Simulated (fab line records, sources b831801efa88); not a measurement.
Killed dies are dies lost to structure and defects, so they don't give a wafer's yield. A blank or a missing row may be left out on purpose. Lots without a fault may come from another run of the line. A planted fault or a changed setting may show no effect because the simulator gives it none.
fab line records | flow gf180mcu | part 2 of 2: steps 31 to 42 of 42
record lots=5 wafers=15 last_day=31
route steps=602 shown V1@340 M2@362
lots that met no fault: from a run of the same line without faults
start_h: hours from the record's first day to the start of the lot's first wafer shown | wait_h: hours since the lot's step before | " the same as in the row above | L1.1+2: a row that stands for several wafers | - no value, or no start given | * or withheld: withheld | < > ~ a bound
route shown NAME@n: a module of which the file shows steps, and the number in the route of the first | usual: mean/standard deviation of fault-free wafers | same: alike in all rows | chamber/n: place in a boat | sites: the reading at each site | _std_site: their standard deviation | _edge_site: outer sites' mean less inner sites' | radius_mm: how far each site lies from the wafer's centre | mask NAME#n: copy n | behind: the tool/chamber that last shaped the wafer | hold: why the lot was held/for how many hours/how that ended | device: the transistor (n, p or np) that didn't switch | end of line: the same wafers' tests at the end of the route | a step without rows: its recipe alone | killed: dies lost to structure and defects at the first sort, not the wafer's yield | map: a wafer's dies, x killed, . not, _ none there
set.NAME: the setting as run; set.NAME@STEP: as run at that earlier step | model.NAME: the simulator's own value behind a step, which no gauge read
lots at some steps of the route; a table a step, a row a wafer
services: from which hour (start_h, from the record's first day; less than 0 if before it) a tool's chamber was out of use, for how many hours, and why
## steps
# step GF_M2_HMDS_08
# recipe prime_time_s=60 prime_temp_c=120
# columns lot.wafer tool chamber start_h wait_h
L077.3+4+6 litho_track-02 0 461.41 0.1
L079.2+3+5 litho_track-02 0 476.28 0.1
L081.4+5+6 litho_track-04 0 495.35 0.1
L082.2+3+5 litho_track-04 0 505.70 0.1
L085.1+4+6 litho_track-03 0 522.81 0.1
# step GF_M2_COAT_09
# recipe resist=KrF spin_rpm=withheld resist_thk_nm=1000
# columns lot.wafer tool chamber start_h wait_h
L077.3+4+6 litho_track-02 0 461.56 0.1
L079.2+3+5 litho_track-02 0 476.43 0.1
L081.4+5+6 litho_track-04 0 495.50 0.1
L082.2+3+5 litho_track-04 0 505.85 0.1
L085.1+4+6 litho_track-03 0 522.96 0.1
# step GF_M2_SOFTBAKE_10
# recipe temp_c=130 time_s=60 resist=KrF
# columns lot.wafer tool chamber start_h wait_h
L077.3+4+6 litho_track-02 0 461.71 0.1
L079.2+3+5 litho_track-02 0 476.58 0.1
L081.4+5+6 litho_track-04 0 495.65 0.1
L082.2+3+5 litho_track-04 0 506.00 0.1
L085.1+4+6 litho_track-03 0 523.11 0.1
# step GF_M2_EXPOSE_11
# recipe mask_id=Metal2 target_cd_nm=280 na=0.68 source_shape=conventional sigma_outer=0.6 dose_mj=28
# columns lot.wafer tool chamber start_h wait_h mask
L077.3+4+6 krf_scanner-02 0 - - Metal2#0
L079.2+3+5 krf_scanner-02 0 - - Metal2#0
L081.4+5+6 krf_scanner-02 0 - - Metal2#0
L082.2+3+5 krf_scanner-02 0 - - Metal2#0
L085.1+4+6 krf_scanner-02 0 - - Metal2#0
# step GF_M2_PEB_12
# recipe peb_temp_c=135 peb_time_s=90 resist=KrF
# columns lot.wafer tool chamber start_h wait_h
L077.3+4+6 litho_track-04 0 - -
L079.2+3+5 litho_track-03 0 - -
L081.4+5+6 litho_track-02 0 - -
L082.2+3+5 litho_track-03 0 - -
L085.1+4+6 litho_track-04 0 - -
# step GF_M2_DEVELOP_13
# recipe develop_time_s=60 dev_temp_c=21
# columns lot.wafer tool chamber start_h wait_h
L077.3+4+6 litho_track-04 0 473.88 0.1
L079.2+3+5 litho_track-03 0 488.44 0.2
L081.4+5+6 litho_track-02 0 507.28 0.1
L082.2+3+5 litho_track-03 0 517.29 0.2
L085.1+4+6 litho_track-04 0 534.23 0.2
# step GF_M2_CD_MEAS_14
# recipe target_cd_nm=280
# usual cd_nm=279.7/1.4
# columns lot.wafer tool chamber start_h wait_h cd_nm
L077.3 cd_sem-01 - 474.02 0.1 284.4
L077.4 " - " " 283.9
L077.6 " - " " 284.1
L079.2 cd_sem-01 - 488.58 0.1 280.4
L079.3 " - " " 281.0
L079.5 " - " " 280.7
L081.4 cd_sem-01 - 507.42 0.1 280.2
L081.5 " - " " 278.2
L081.6 " - " " 278.5
L082.2 cd_sem-01 - 517.43 0.1 281.2
L082.3 " - " " 279.9
L082.5 " - " " 278.5
L085.1 cd_sem-02 - 534.38 0.1 279.9
L085.4 " - " " 280.6
L085.6 " - " " 279.9
# step GF_M2_OVL_MEAS_15
# usual M2_OVL=-2/4
# columns lot.wafer tool chamber start_h wait_h M2_OVL[nm]
L077.3 overlay-02 - 474.11 0.1 5
L077.4 " - " " -4
L077.6 " - " " 5
L079.2 overlay-01 - 488.69 0.1 -2
L079.3 " - " " 3
L079.5 " - " " -2
L081.4 overlay-01 - 507.50 0.1 -7
L081.5 " - " " -5
L081.6 " - " " -7
L082.2 overlay-01 - 517.54 0.1 -1
L082.3 " - " " -3
L082.5 " - " " 1
L085.1 overlay-02 - 534.50 0.1 -5
L085.4 " - " " 0
L085.6 " - " " -7
# step GF_M2_METAL_ETCH_16
# recipe chemistry=Cl2/BCl3 mask_material=KrF target_depth_nm=627.5 stop_on=SiO2 pressure_mtorr=8 icp_w=800 bias_w=140 Cl2_flow_sccm=80 bcl3_flow_sccm=40 time_s=104.6
# usual drypump_motor_current_A=5.3/0.36 he_backside_leak_sccm=3.3/0.31 oes_product_au=0.970/0.006 throttle_valve_pct=28.252/0.011
# columns lot.wafer tool chamber start_h wait_h drypump_motor_current_A he_backside_leak_sccm oes_product_au rf_hours_counter_h throttle_valve_pct
L077.3 rie_metal-01 1 474.21 0.1 5.8 3.0 0.983 - 28.263
L077.4 " 1 " " 5.8 3.2 0.976 - 28.255
L077.6 " 1 " " 5.8 3.1 0.981 - 28.249
L079.2 rie_metal-03 1 488.76 0.1 5.1 3.5 0.968 - 28.254
L079.3 " 1 " " 5.1 3.5 0.969 - 28.258
L079.5 " 1 " " 5.1 3.5 0.968 - 28.264
L081.4 rie_metal-04 1 507.55 0.0 5.2 3.3 0.978 - 28.267
L081.5 " 1 " " 5.2 3.6 0.978 - 28.259
L081.6 " 0 " " 4.9 2.8 0.971 - 28.258
L082.2 rie_metal-04 0 517.57 0.0 4.9 3.1 0.963 8 28.276
L082.3 " 1 " " 5.2 3.5 0.962 - 28.258
L082.5 " 0 " " 4.9 3.0 0.953 - 28.265
L085.1 rie_metal-03 1 534.53 0.0 5.1 3.6 0.979 2 28.249
L085.4 " 1 " " 5.1 3.6 0.969 - 28.242
L085.6 " 1 " " 5.1 3.7 0.967 - 28.275
# step GF_M2_STRIP_17
# recipe chemistry=O2/N2 power_w=1400 pressure_mtorr=1500 platen_temp_c=250 o2_flow_sccm=3000 n2_flow_sccm=300 overash_fraction=0.5
# usual drypump_motor_current_A=6.0/0.41 heater_power_w=323/29 oes_product_au=0.558/0.0052 strip_time_to_endpoint_s=7.89/0.057
# columns lot.wafer tool chamber start_h wait_h drypump_motor_current_A heater_power_w oes_product_au rf_hours_counter_h strip_time_to_endpoint_s
L077.3 plasma_asher-01 1 474.39 0.1 5.7 290 0.566 - 7.94
L077.4 " 0 " " 6.8 358 0.560 - 7.91
L077.6 " 0 " " 6.9 359 0.553 - 7.92
L079.2 plasma_asher-03 0 488.94 0.1 6.0 315 0.568 71 7.97
L079.3 " 1 " " 5.9 292 0.562 - 7.97
L079.5 " 1 " " 5.9 299 0.557 - 7.95
L081.4 plasma_asher-04 1 507.66 0.1 6.3 363 0.554 - 7.78
L081.5 " 0 " " 5.5 340 0.550 - 7.83
L081.6 " 1 " " 6.3 360 0.562 - 7.94
L082.2 plasma_asher-03 1 517.68 0.1 5.8 287 0.560 74 7.96
L082.3 " 1 " " 5.9 293 0.558 - 7.89
L082.5 " 0 " " 6.0 317 0.558 - 7.96
L085.1 plasma_asher-04 1 534.65 0.1 6.4 361 0.562 90 7.89
L085.4 " 1 " " 6.4 364 0.556 - 7.90
L085.6 " 0 " " 5.5 351 0.562 - 7.91
# step GF_M2_STRIP_18
# recipe chemistry=post_etch_residue_remover time_s=1200 temp_c=72.5
# columns lot.wafer tool chamber start_h wait_h
L077.3+4+6 wet_bench-04 1 474.46 0.0
L079.2+3+5 wet_bench-01 3 489.04 0.1
L081.4+5+6 wet_bench-01 0 507.73 0.0
L082.2+3+5 wet_bench-01 0 517.78 0.1
L085.1+4+6 wet_bench-01 1 534.75 0.1
# step GF_M2_CLEAN_19
# recipe chemistry=DIW dry=n2_spin
# columns lot.wafer tool chamber start_h wait_h
L077.3+4+6 wet_bench-01 2 474.80 0.0
L079.2+3+5 wet_bench-02 3 489.39 0.0
L081.4+5+6 wet_bench-02 3 508.07 0.0
L082.2+3+5 wet_bench-04 1 518.12 0.0
L085.1+4+6 wet_bench-02 3 535.12 0.0
## services
# columns tool chamber start_h hours kind
plasma_asher-02 - 421.25 9.0 pm
cmp-02 - 422.83 12.5 pm
krf_scanner-02 - 423.84 0.3 repair
rie_diel-03 1 426.30 3.5 repair
cvd_w-01 0 443.28 4.8 repair
cvd_w-02 - 452.12 0.5 repair
krf_scanner-02 - 453.10 1.0 pm
cmp-02 - 456.09 1.6 repair
krf_scanner-02 - 466.37 0.8 pm
cmp-01 - 467.95 4.0 repair
cmp-01 - 469.20 4.4 repair
cmp-02 - 473.59 7.1 pm
wet_bench-03 - 482.94 3.6 repair
pvd_sputter-03 - 485.76 4.1 repair
rie_diel-04 1 489.23 11.4 repair
cmp-01 - 489.78 3.6 repair
rie_diel-03 1 492.19 8.5 repair
rie_diel-01 3 498.97 17.0 repair
krf_scanner-02 - 506.75 0.8 pm
cmp-02 - 507.97 1.7 repair
krf_scanner-02 - 513.37 1.3 pm
cmp-01 - 515.64 1.8 repair
krf_scanner-01 - 522.80 0.8 pm
rie_diel-04 0 525.96 5.9 repair
